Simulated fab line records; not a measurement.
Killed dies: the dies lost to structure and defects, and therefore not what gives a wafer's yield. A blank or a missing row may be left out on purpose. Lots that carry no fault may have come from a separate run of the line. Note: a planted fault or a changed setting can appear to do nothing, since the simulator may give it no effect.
2 desks, one fault / flow sky130 / each desk has only its own numbers; what lay behind them comes last

== FROM THE METROLOGY DESK ==
What the gauges read for every lot (on any tool): the sampled wafers with a number, averaged. The brackets show how far a lot's mean lies from the usual mean; more than 4 standard deviations puts the lot out of limits, marked OUT.
Columns: A = METAL2_OVL at SKY_METAL2_OVL_MEAS_16, usual 0 nm
lot=L188; first seen here=day 35 19:28; A=-3
lot=L189; first seen here=day 36 06:17; A=-1
lot=L194; first seen here=day 37 15:34; A=-0
lot=L193; first seen here=day 37 19:58; A=-3
lot=L198; first seen here=day 39 07:13; A=3
lot=L199; first seen here=day 39 08:19; A=-5
lot=L201; first seen here=day 39 14:14; A=-3
lot=L205; first seen here=day 40 12:47; A=-6
lot=L206; first seen here=day 40 14:44; A=0
lot=L211; first seen here=day 42 00:25; A=-2
This desk found nothing out of limits on any of the 10 lots.

== TOOL OWNER'S DESK, cvd w-02 ==
The tool's own readings at SKY_VIA1_CVD_21 (deposits W, target thk 270 nm, time 80.902 s): means of the sampled wafers that have a number, for each lot that ran on this tool. The brackets show how far a lot's mean lies from the usual mean; more than 4 standard deviations puts the lot out of limits, marked OUT.
Columns: A = chamber pressure Torr at SKY_VIA1_CVD_21, usual 40.00 Torr; B = heater power w at SKY_VIA1_CVD_21, usual 800 W
lot=L188; first seen here=day 34 16:11; A=39.99; B=877
lot=L193; first seen here=day 36 17:26; A=39.99; B=851
lot=L198; first seen here=day 38 04:44; A=40.06; B=836
lot=L199; first seen here=day 38 06:47; A=40.03; B=847
lot=L211; first seen here=day 40 23:51; A=40.04; B=837
This desk found nothing out of limits on any of the 5 lots.

== ALL TOGETHER ==
From the metrology desk's view, nothing was out of limits.
The desk of the tool owner found nothing out of limits.

== WHAT WAS PUT IN BY THE SIMULATOR ==
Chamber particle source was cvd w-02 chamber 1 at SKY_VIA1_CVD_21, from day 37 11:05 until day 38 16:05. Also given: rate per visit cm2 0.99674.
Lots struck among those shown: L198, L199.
